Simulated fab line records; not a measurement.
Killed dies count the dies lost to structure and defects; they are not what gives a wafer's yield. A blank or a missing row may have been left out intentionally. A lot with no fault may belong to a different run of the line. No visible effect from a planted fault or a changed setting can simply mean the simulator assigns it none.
fab line records ; flow sky130
record: lots: 12; wafers: 36; last_day: 50
route steps=708 shown LDD_N@245 METAL1@437 VIA2@520 VIA3@589 PAD_OPEN@708
lots that met no fault: taken from a fault-free run of the same line
start_h: hours from the record's opening day to when the first of the lot's shown wafers began ; wait_h: how many hours have passed since the lot's step before this one ; " as in the row above ; L1.1+2: several wafers, shown together as one row ; - either no value or no given start ; * or withheld: withheld ; < > ~ a bound
route shown NAME@n: a module of which the file shows steps, and the number in the route of the first ; usual: average and standard deviation across the fault-free wafers ; same: alike in all rows ; chamber/n: place in a boat ; sites: each site's reading ; _std_site: the values' standard deviation ; _edge_site: outer sites' mean less inner sites' ; radius_mm: for every site, how far away it sits from the centre of the wafer ; mask NAME#n: copy n ; behind: tool/chamber where the wafer was last shaped ; hold: what put the lot on hold/how long, in hours/how the hold closed ; device: which transistor (n, p or np) failed to switch ; end of line: at the end of the route, the tests of the same wafers ; a step without rows: its recipe alone ; killed: dies lost to structure and defects at the first sort, not the wafer's yield ; map: a wafer's dies, x killed, . not, _ none there
set.NAME: the setting that was run; set.NAME@STEP: the one run at that earlier step ; model.NAME: the simulator's own value behind a step, which no gauge read
a sample of lots followed through the steps of the route, with each step as a table and each wafer as a row
services: from which hour (start_h, from the record's first day; less than 0 if before it) a tool's chamber was out of use, for how many hours, and why
== steps ==
step: SKY_LDD_N_IMPLANT_08
recipe: species: As; energy_kev: 20; dose_cm2: 7.5e+13; tilt_deg: withheld; rotation_deg: 23
usual: beam_energy_keV: 20.002/0.0065; dose_ions_cm2: 7.501e+13/8e+10; end_station_pressure_torr: 5.32e-06/2.8e-07
lot.wafer;tool;chamber;start_h;wait_h;beam_energy_keV;dose_ions_cm2;end_station_pressure_torr
L286.1;implanter-01;0;397.74;0.0;20.002;7.501e+13;5.15e-06
L286.2;implanter-01;0;397.74;0.0;20.007;7.494e+13;5.59e-06
L286.4;implanter-01;0;397.74;0.0;20.015;7.5e+13;5.25e-06
L287.2;implanter-04;0;410.97;0.0;19.993;7.503e+13;4.96e-06
L287.4;implanter-04;0;410.97;0.0;20.003;7.503e+13;5.68e-06
L287.5;implanter-04;0;410.97;0.0;20.011;7.51e+13;5.22e-06
L289.2;implanter-02;0;422.69;0.0;20.010;7.491e+13;5.08e-06
L289.4;implanter-02;0;422.69;0.0;19.997;7.493e+13;5.09e-06
L289.5;implanter-02;0;422.69;0.0;20.007;7.49e+13;5.45e-06
L290.2;implanter-02;0;430.05;0.0;20.004;7.501e+13;5.84e-06
L290.3;implanter-02;0;430.05;0.0;19.999;7.498e+13;5.14e-06
L290.6;implanter-02;0;430.05;0.0;19.999;7.498e+13;5.01e-06
L291.1;implanter-02;0;458.32;0.0;19.994;7.488e+13;5.08e-06
L291.5;implanter-02;0;458.32;0.0;19.996;7.493e+13;5.05e-06
L291.6;implanter-02;0;458.32;0.0;19.998;7.494e+13;5.44e-06
L296.3;implanter-02;0;506.39;0.1;20.014;7.357e+13;4.85e-06
L296.5;implanter-02;0;506.39;0.1;20.007;7.366e+13;5.01e-06
L296.6;implanter-02;0;506.39;0.1;20.001;7.363e+13;5.5e-06
L298.2;implanter-02;0;514.59;0.0;20.009;7.357e+13;5.4e-06
L298.3;implanter-02;0;514.59;0.0;20.008;7.363e+13;4.82e-06
L298.4;implanter-02;0;514.59;0.0;20.010;7.359e+13;5.59e-06
L302.1;implanter-04;0;553.17;0.0;19.997;7.505e+13;5.34e-06
L302.4;implanter-04;0;553.17;0.0;20.005;7.516e+13;5.23e-06
L302.5;implanter-04;0;553.17;0.0;20.003;7.508e+13;5.47e-06
L305.1;implanter-04;0;567.57;0.0;19.991;7.512e+13;5.36e-06
L305.5;implanter-04;0;567.57;0.0;19.987;7.506e+13;4.96e-06
L305.6;implanter-04;0;567.57;0.0;19.997;7.502e+13;5.33e-06
L307.2;implanter-04;0;574.39;0.0;19.992;7.497e+13;5.13e-06
L307.4;implanter-04;0;574.39;0.0;19.997;7.497e+13;5.24e-06
L307.5;implanter-04;0;574.39;0.0;19.998;7.509e+13;4.91e-06
L308.1;implanter-04;0;592.87;0.0;20.011;7.511e+13;5.11e-06
L308.2;implanter-04;0;592.87;0.0;20.007;7.504e+13;5.37e-06
L308.6;implanter-04;0;592.87;0.0;19.986;7.511e+13;5.31e-06
L309.3;implanter-01;0;599.99;0.1;19.991;7.48e+13;5.38e-06
L309.5;implanter-01;0;599.99;0.1;19.993;7.492e+13;4.9e-06
L309.6;implanter-01;0;599.99;0.1;19.996;7.491e+13;5.05e-06
step: SKY_METAL1_SPUTTER_03
recipe: material: Ti; target_thk_nm: 5; power_w: 3000; time_s: 3.3; chamber_pressure_pa: 0.4
usual: cathode_dc_power_W: 3000.0/0.51; throttle_valve_pct: 30.1/0.97
lot.wafer;tool;chamber;start_h;wait_h;cathode_dc_power_W;throttle_valve_pct
L286.1;pvd_sputter-04;-;735.01;0.0;3000.2;28.9
L286.2;pvd_sputter-04;-;735.01;0.0;3000.2;28.3
L286.4;pvd_sputter-04;-;735.01;0.0;2999.9;30.5
L287.2;pvd_sputter-04;-;740.73;0.0;3000.5;30.2
L287.4;pvd_sputter-04;-;740.73;0.0;3000.6;28.6
L287.5;pvd_sputter-04;-;740.73;0.0;2999.9;30.3
L289.2;pvd_sputter-03;-;752.99;0.0;2999.6;29.6
L289.4;pvd_sputter-03;-;752.99;0.0;3000.2;29.7
L289.5;pvd_sputter-03;-;752.99;0.0;2999.8;30.5
L290.2;pvd_sputter-03;-;760.39;0.0;3000.6;30.5
L290.3;pvd_sputter-03;-;760.39;0.0;3000.1;29.8
L290.6;pvd_sputter-03;-;760.39;0.0;3000.1;30.3
L291.1;pvd_sputter-03;-;783.57;0.0;3000.4;30.8
L291.5;pvd_sputter-03;-;783.57;0.0;3000.3;31.9
L291.6;pvd_sputter-03;-;783.57;0.0;3000.2;30.6
L296.3;pvd_sputter-04;-;825.87;0.0;3000.1;28.6
L296.5;pvd_sputter-04;-;825.87;0.0;2999.9;28.7
L296.6;pvd_sputter-04;-;825.87;0.0;2999.8;30.3
L298.2;pvd_sputter-03;-;832.29;0.0;2999.2;32.0
L298.3;pvd_sputter-03;-;832.29;0.0;3000.2;30.5
L298.4;pvd_sputter-03;-;832.29;0.0;2999.7;29.5
L302.1;pvd_sputter-03;-;870.05;0.0;2999.3;29.5
L302.4;pvd_sputter-03;-;870.05;0.0;3000.7;29.8
L302.5;pvd_sputter-03;-;870.05;0.0;3000.2;30.8
L305.1;pvd_sputter-04;-;878.18;0.0;3000.0;30.3
L305.5;pvd_sputter-04;-;878.18;0.0;3000.4;30.6
L305.6;pvd_sputter-04;-;878.18;0.0;2999.5;30.0
L307.2;pvd_sputter-03;-;885.91;0.0;3000.1;31.9
L307.4;pvd_sputter-03;-;885.91;0.0;2999.6;29.8
L307.5;pvd_sputter-03;-;885.91;0.0;2999.8;29.7
L308.1;pvd_sputter-04;-;902.09;0.0;2999.5;30.2
L308.2;pvd_sputter-04;-;902.09;0.0;2999.9;28.3
L308.6;pvd_sputter-04;-;902.09;0.0;3000.5;30.4
L309.3;pvd_sputter-01;-;908.94;0.0;2999.5;29.8
L309.5;pvd_sputter-01;-;908.94;0.0;2999.4;31.4
L309.6;pvd_sputter-01;-;908.94;0.0;2999.7;29.6
step: SKY_VIA2_OVL_MEAS_13
usual: VIA2_OVL: -5/6.6
lot.wafer;tool;chamber;start_h;wait_h;VIA2_OVL[nm]
L286.1;overlay-01;-;845.91;0.1;-5
L286.2;overlay-01;-;845.91;0.1;-2
L286.4;overlay-01;-;845.91;0.1;6
L287.2;overlay-01;-;850.58;0.1;-12
L287.4;overlay-01;-;850.58;0.1;-14
L287.5;overlay-01;-;850.58;0.1;-9
L289.2;overlay-02;-;864.61;0.1;-8
L289.4;overlay-02;-;864.61;0.1;-10
L289.5;overlay-02;-;864.61;0.1;-10
L290.2;overlay-01;-;870.76;0.1;-7
L290.3;overlay-01;-;870.76;0.1;-12
L290.6;overlay-01;-;870.76;0.1;-6
L291.1;overlay-01;-;893.70;0.1;-2
L291.5;overlay-01;-;893.70;0.1;-9
L291.6;overlay-01;-;893.70;0.1;-5
L296.3;overlay-02;-;931.61;0.1;-11
L296.5;overlay-02;-;931.61;0.1;-9
L296.6;overlay-02;-;931.61;0.1;-12
L298.2;overlay-02;-;937.66;0.1;-10
L298.3;overlay-02;-;937.66;0.1;-10
L298.4;overlay-02;-;937.66;0.1;-8
L302.1;overlay-01;-;975.70;0.1;2
L302.4;overlay-01;-;975.70;0.1;7
L302.5;overlay-01;-;975.70;0.1;5
L305.1;overlay-02;-;981.12;0.1;6
L305.5;overlay-02;-;981.12;0.1;10
L305.6;overlay-02;-;981.12;0.1;8
L307.2;overlay-01;-;987.58;0.1;1
L307.4;overlay-01;-;987.58;0.1;-3
L307.5;overlay-01;-;987.58;0.1;-4
L308.1;overlay-01;-;1003.80;0.1;-9
L308.2;overlay-01;-;1003.80;0.1;-7
L308.6;overlay-01;-;1003.80;0.1;-8
L309.3;overlay-01;-;1010.61;0.1;1
L309.5;overlay-01;-;1010.61;0.1;-7
L309.6;overlay-01;-;1010.61;0.1;-8
step: SKY_VIA3_STRIP_16
recipe: chemistry: O2/N2; power_w: 1400; pressure_mtorr: 1500; platen_temp_c: withheld; o2_flow_sccm: 3000; n2_flow_sccm: 300; overash_fraction: 0.5
usual: drypump_motor_current_A: 5.5/0.44; oes_product_au: 0.403/0.005; strip_time_to_endpoint_s: 4.148/0.024
same: overash_fraction: 0.5
lot.wafer;tool;chamber;start_h;wait_h;drypump_motor_current_A;oes_product_au;rf_hours_counter_h;strip_time_to_endpoint_s
L286.1;plasma_asher-02;0;926.52;0.0;5.0;0.395;18;4.172
L286.2;plasma_asher-02;1;926.52;0.0;4.9;0.402;18;4.114
L286.4;plasma_asher-02;0;926.52;0.0;5.0;0.407;-;4.185
L287.2;plasma_asher-04;0;930.69;0.0;5.0;0.401;109;4.112
L287.4;plasma_asher-04;1;930.69;0.0;5.8;0.400;-;4.156
L287.5;plasma_asher-04;0;930.69;0.0;5.0;0.400;-;4.141
L289.2;plasma_asher-03;1;943.09;0.0;6.0;0.398;53;4.175
L289.4;plasma_asher-03;1;943.09;0.0;6.0;0.402;-;4.158
L289.5;plasma_asher-03;0;943.09;0.0;5.8;0.408;-;4.153
L290.2;plasma_asher-03;1;951.41;0.0;5.9;0.407;54;4.164
L290.3;plasma_asher-03;0;951.41;0.0;5.8;0.403;-;4.144
L290.6;plasma_asher-03;0;951.41;0.0;5.8;0.401;-;4.164
L291.1;plasma_asher-03;0;970.10;0.0;5.8;0.390;56;4.143
L291.5;plasma_asher-03;0;970.10;0.0;5.8;0.404;-;4.172
L291.6;plasma_asher-03;1;970.10;0.0;5.9;0.403;-;4.160
L296.3;plasma_asher-03;0;1007.45;0.1;5.8;0.404;-;4.104
L296.5;plasma_asher-03;1;1007.45;0.1;6.0;0.404;-;4.125
L296.6;plasma_asher-03;0;1007.45;0.1;5.8;0.403;-;4.142
L298.2;plasma_asher-02;1;1013.30;0.0;4.9;0.399;27;4.161
L298.3;plasma_asher-02;0;1013.30;0.0;5.0;0.404;-;4.158
L298.4;plasma_asher-02;1;1013.30;0.0;4.9;0.406;-;4.159
L302.1;plasma_asher-03;0;1048.56;0.0;5.8;0.411;64;4.157
L302.4;plasma_asher-03;1;1048.56;0.0;5.9;0.398;-;4.171
L302.5;plasma_asher-03;0;1048.56;0.0;5.8;0.407;-;4.151
L305.1;plasma_asher-02;1;1053.11;0.0;5.0;0.409;31;4.167
L305.5;plasma_asher-02;0;1053.11;0.0;5.0;0.401;-;4.177
L305.6;plasma_asher-02;1;1053.11;0.0;4.9;0.411;-;4.213
L307.2;plasma_asher-03;0;1059.76;0.0;5.8;0.397;66;4.125
L307.4;plasma_asher-03;1;1059.76;0.0;6.0;0.404;-;4.168
L307.5;plasma_asher-03;0;1059.76;0.0;5.8;0.398;-;4.170
L308.1;plasma_asher-03;1;1074.61;0.0;6.0;0.394;67;4.115
L308.2;plasma_asher-03;0;1074.61;0.0;5.7;0.412;67;4.124
L308.6;plasma_asher-03;0;1074.61;0.0;5.8;0.395;-;4.133
L309.3;plasma_asher-02;0;1081.45;0.1;5.0;0.407;-;4.140
L309.5;plasma_asher-02;0;1081.45;0.1;5.0;0.396;-;4.145
L309.6;plasma_asher-02;1;1081.45;0.1;4.9;0.400;-;4.142
step: SKY_PAD_OPEN_PROBE_99
usual: killed_at_M0_to_M3: 43/6.5; killed_at_M4_up: 3.1/1.8; killed_at_contacts: 24/4.8; killed_at_front_end: 15/4.7; killed_at_other: 0.3/0.58; killed_dies: 86/8.6; killed_open: 47/6.7; killed_short: 39/6.1
same: gross_dies: 492; killed_at_back_side: 0
lot.wafer;tool;chamber;start_h;wait_h;killed_at_M0_to_M3;killed_at_M4_up;killed_at_contacts;killed_at_front_end;killed_at_other;killed_dies;killed_open;killed_short
L296.3;prober-01;-;1141.13;0.2;38;4;28;20;0;90;49;41
L296.5;prober-01;-;1141.23;0.2;47;4;18;16;0;85;43;42
L296.6;prober-01;-;1141.28;0.2;43;2;28;13;0;86;45;41
killed by level:class
L296.3 VIA1:geometric_particle:open=13 CONTACT:geometric_particle:open=7 LI_CONTACT:geometric_particle:open=7 CONTACT:geometric_particle:short=7 VIA2:geometric_particle:open=7 FIELD_ISO:geometric_particle:short=6 POLY_GATE:geometric_particle:short=6 VIA3:geometric_particle:open=5
L296.5 VIA3:geometric_particle:open=9 METAL1:geometric_particle:short=8 VIA1:geometric_particle:open=7 LI_CONTACT:geometric_particle:open=7 CONTACT:geometric_particle:open=7 VIA1:geometric_particle:short=6 METAL3:geometric_particle:short=5 POLY_GATE:geometric_particle:open=4
L296.6 LI_CONTACT:geometric_particle:open=9 CONTACT:geometric_particle:open=9 VIA1:geometric_particle:open=9 METAL1:geometric_particle:short=8 METAL2:geometric_particle:short=6 VIA2:geometric_particle:open=6 VIA3:geometric_particle:short=6 POLY_GATE:geometric_particle:open=5
== services ==
tool;chamber;start_h;hours;kind
implanter-02;-;379.66;4.1;repair
plasma_asher-03;-;382.99;1.5;repair
plasma_asher-03;-;421.25;9.0;pm
implanter-04;-;432.14;2.2;repair
pvd_sputter-04;-;436.72;5.5;repair
pvd_sputter-04;-;449.06;2.3;repair
implanter-02;-;472.74;2.0;repair
pvd_sputter-03;-;475.91;2.0;repair
implanter-02;-;486.66;2.1;pm
implanter-04;-;521.01;0.5;repair
implanter-02;-;548.05;1.2;repair
implanter-02;-;604.16;1.7;repair
implanter-02;-;618.49;4.6;pm
plasma_asher-03;-;638.66;2.8;pm
implanter-02;-;639.01;24.4;pm
implanter-04;-;640.16;1.8;repair
pvd_sputter-03;-;649.51;21.4;repair
implanter-02;-;666.94;2.9;repair
implanter-02;-;679.38;2.1;repair
implanter-04;-;769.42;10.6;pm
implanter-04;-;782.27;2.6;pm
pvd_sputter-03;-;830.50;0.8;repair
pvd_sputter-03;-;855.03;1.9;repair
pvd_sputter-03;-;975.62;0.7;repair
== key ==
first_sign: step: SKY_LDD_N_IMPLANT_08; reading: dose_ions_cm2; direction: down; sigmas: 17; usual: *; struck: *
effect none on later readings
met_at SKY_LDD_N_IMPLANT_08
struck_lots L296,L298
tester_left_out L296,L298
not_acting_at SKY_METAL1_SPUTTER_03,SKY_VIA2_OVL_MEAS_13,SKY_VIA3_STRIP_16
onset_between 458.32 506.39
fault: kind: process_parameter_drift; tool: implanter-02; chamber: -; onset_h: 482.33; steps: SKY_LDD_N_IMPLANT_08; channel: dose_cm2; offset: *; shape: step; end_h: 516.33; acts_in: *; stated: *
tester_left_out: of these lots the tester's yield and bins aren't shown, on N5 and GAA mostly nor the transistor test; their killed dies are dies lost to structure and defects alone, not to doping, threshold or leakage, so they don't give the yield
